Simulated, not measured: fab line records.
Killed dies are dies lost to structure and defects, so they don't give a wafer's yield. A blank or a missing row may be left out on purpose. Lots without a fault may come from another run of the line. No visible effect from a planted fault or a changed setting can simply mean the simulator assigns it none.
Matching of chambers -- flow sky130 -- SKY_PASSIVATION_CVD_02 on pecvd-02: 3 sister chambers
The step deposits Si3N4, target thk 540 nm. 14 wafers are shown with their chamber, then 7 later ones without.

EACH WAFER AND ITS CHAMBER
wafer,chamber,heaterPowerW (W)
L909.1,2,566
L909.3,0,571
L909.4,0,616
L910.1,0,633
L910.3,2,609
L910.6,2,490
L913.1,0,663
L913.5,0,559
L913.6,2,540
L914.1,0,627
L914.4,0,658
L914.6,2,517
L927.2,0,634
L927.3,1,729

SIGNATURES (averages over the wafers above)
reading,chamber 0,chamber 1,chamber 2,scatter within a chamber
heaterPowerW,620.12,729.00,544.40,40.7
Rule: for a wafer and a chamber, the distance is found by dividing, reading by reading, the gap between the wafer's reading and the chamber's mean by the reading's scatter, squaring, summing and taking the root. The wafer belongs to the nearest chamber; if the next one is less than 2 further off, it can't be placed. The scatter: take each reading less its chamber's mean, square it, sum over the shown wafers, divide by the number of wafers less the number of chambers, and take the root.

WAFERS WITH NO CHAMBER GIVEN
wafer,heaterPowerW (W)
L927.6,633
L928.2,605
L928.4,588
L928.6,625
L929.1,688
L929.3,683
L929.4,549

WHICH CHAMBER EACH WENT THROUGH
wafer,from the rows above,in truth
L927.6,can't be placed: 0 or 2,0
L928.2,can't be placed: 0 or 2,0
L928.4,can't be placed: 0 or 2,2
L928.6,can't be placed: 0 or 2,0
L929.1,can't be placed: 1 or 0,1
L929.3,can't be placed: 1 or 0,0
L929.4,can't be placed: 2 or 0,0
0 of 7 placed correctly. Can't be placed from these rows: 7 (the true chamber is among the candidates in 7). Number placed wrongly: 0.
